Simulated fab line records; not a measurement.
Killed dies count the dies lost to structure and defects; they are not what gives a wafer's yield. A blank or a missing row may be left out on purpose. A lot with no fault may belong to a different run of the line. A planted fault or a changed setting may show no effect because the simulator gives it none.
Matching of chambers ; flow sky130 ; cmp-02 running SKY_LI_CONTACT_CMP_02: 4 sister chambers
The step polishes PSG. 8 wafers are shown with their chamber, then 7 later ones without.

## WAFERS, EACH WITH ITS CHAMBER
wafer;chamber;motor current A (A);head pressure psi (psi)
L177.4;3;12.0;4.004
L177.5;1;12.5;4.011
L180.1;1;12.2;4.007
L180.4;0;10.6;4.002
L180.6;2;12.1;4.002
L191.1;2;11.5;4.003
L191.3;3;12.7;4.012
L195.1;0;10.3;4.002

## WAFERS WHOSE CHAMBER IS MISSING
wafer;motor current A (A);head pressure psi (psi)
L195.3;12.3;3.999
L198.4;12.1;3.985
L198.5;10.1;4.000
L198.6;12.1;3.993
L199.2;10.9;3.996
L199.4;12.7;4.009
L199.6;12.6;4.013

## WHICH CHAMBER EACH ONE RAN IN
wafer;from the rows above;in truth
L195.3;can't be placed: 2 or 3 or 1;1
L198.4;can't be placed: 2 or 0 or 3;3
L198.5;0;0
L198.6;can't be placed: 2 or 3 or 1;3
L199.2;can't be placed: 0 or 2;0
L199.4;can't be placed: 1 or 3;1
L199.6;can't be placed: 1 or 3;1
1 of 7 placed correctly. Unplaceable from these rows: 6, with the true chamber sitting among the candidates in 6. Wrongly placed: 0.
How it was worked out, from the rows above alone: a wafer's distance from a chamber is the root of the sum, over the readings, of the square of ((its reading less the chamber's mean) divided by the reading's scatter). If the next closest chamber is less than 2 further off than the closest, the wafer can't be placed; otherwise it belongs to the closest. The mean given for a chamber averages the wafers shown for that chamber. The scatter: the root of (the sum of the squares of (reading less its chamber's mean) over the shown wafers, divided by (wafers less chambers)).
